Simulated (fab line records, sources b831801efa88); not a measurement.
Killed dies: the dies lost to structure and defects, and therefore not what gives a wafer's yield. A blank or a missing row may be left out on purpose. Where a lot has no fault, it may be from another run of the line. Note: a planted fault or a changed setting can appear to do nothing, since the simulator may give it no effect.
2 desks, one fault :: flow sky130 :: numbers are kept per desk, each desk with only its own; the story behind them comes last

== FOR THE TOOL OWNER'S DESK: plasma_asher-02 ==
The tool's own readings at SKY_DNWELL_STRIP_08 (strips in O2/N2): means of the sampled wafers that have a number, for each lot that ran on this tool. A lot is out of limits, marked OUT, if its mean lies more than 4 standard deviations from the usual mean; the brackets give that distance.
Columns: A = drypump_motor_current_A at SKY_DNWELL_STRIP_08, usual 6.0 A; B = n2_flow_sccm at SKY_DNWELL_STRIP_08, usual 300.2 sccm; C = oes_product_au at SKY_DNWELL_STRIP_08, usual 0.723 a.u.; D = strip_time_to_endpoint_s at SKY_DNWELL_STRIP_08, usual 36.92 s
lot: L685
first seen here: day 5 14:39
A: 5.8
B: 360.1 (+64) OUT
C: 0.723
D: 36.92

lot: L687
first seen here: day 6 00:24
A: 5.8
B: 361.1 (+66) OUT
C: 0.725
D: 36.96
This desk's verdict: out of limits on L685, L687, starting with L685 at day 5 14:39 (n2_flow_sccm at SKY_DNWELL_STRIP_08). In limits: none.

== FROM THE METROLOGY DESK ==
What the gauges read for every lot (on any tool): the sampled wafers with a number, averaged. A lot is out of limits, marked OUT, if its mean lies more than 4 standard deviations from the usual mean; the brackets give that distance.
Columns: A = PWDE_TW at SKY_PWDE_TW_MEAS_10, usual 377; B = RES_XHIGH_RS at SKY_SD_N_RS_MEAS_18, usual 333.4 ohm/sq
lot: L678
first seen here: day 4 07:40
A: 383
B: 333.1

lot: L684
first seen here: day 6 01:55
A: 386
B: 336.5

lot: L685
first seen here: day 6 08:22
A: 385
B: 332.9

lot: L687
first seen here: day 6 18:31
A: 363
B: 332.2

lot: L692
first seen here: day 7 14:18
A: 372
B: 333.5

lot: L691
first seen here: day 7 14:49
A: 369
B: 333.4

lot: L693
first seen here: day 7 21:28
A: 372
B: 333.4

lot: L694
first seen here: day 8 10:00
A: 370
B: 333.0

lot: L696
first seen here: day 8 15:31
A: 383
B: 332.8

lot: L697
first seen here: day 8 16:40
A: 384
B: 333.6

lot: L698
first seen here: day 8 22:52
A: 382
B: 333.0

lot: L699
first seen here: day 9 04:57
A: 383
B: 334.9
This desk's verdict: no lot among the 12 shows anything out of limits.

== TAKEN TOGETHER ==
The tool owner's desk could have raised an alarm at day 5 14:39, on L685, L687.
At the metrology desk, nothing out of limits was observed.
The metrology desk holds a record of L685, L687, inside its limits.
Of the lots named, all ran SKY_DNWELL_STRIP_08 on plasma_asher-02.

== WHAT HAD BEEN PUT IN BY THE SIMULATOR ==
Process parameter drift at SKY_DNWELL_STRIP_08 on plasma_asher-02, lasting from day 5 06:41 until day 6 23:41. A move of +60 in setting n2_flow_sccm, from 300. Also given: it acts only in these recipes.
Shown lots that were struck: L685, L687.
How many hours passed from the start of the fault until each desk's first out-of-limits reading: the tool owner's desk, 8.
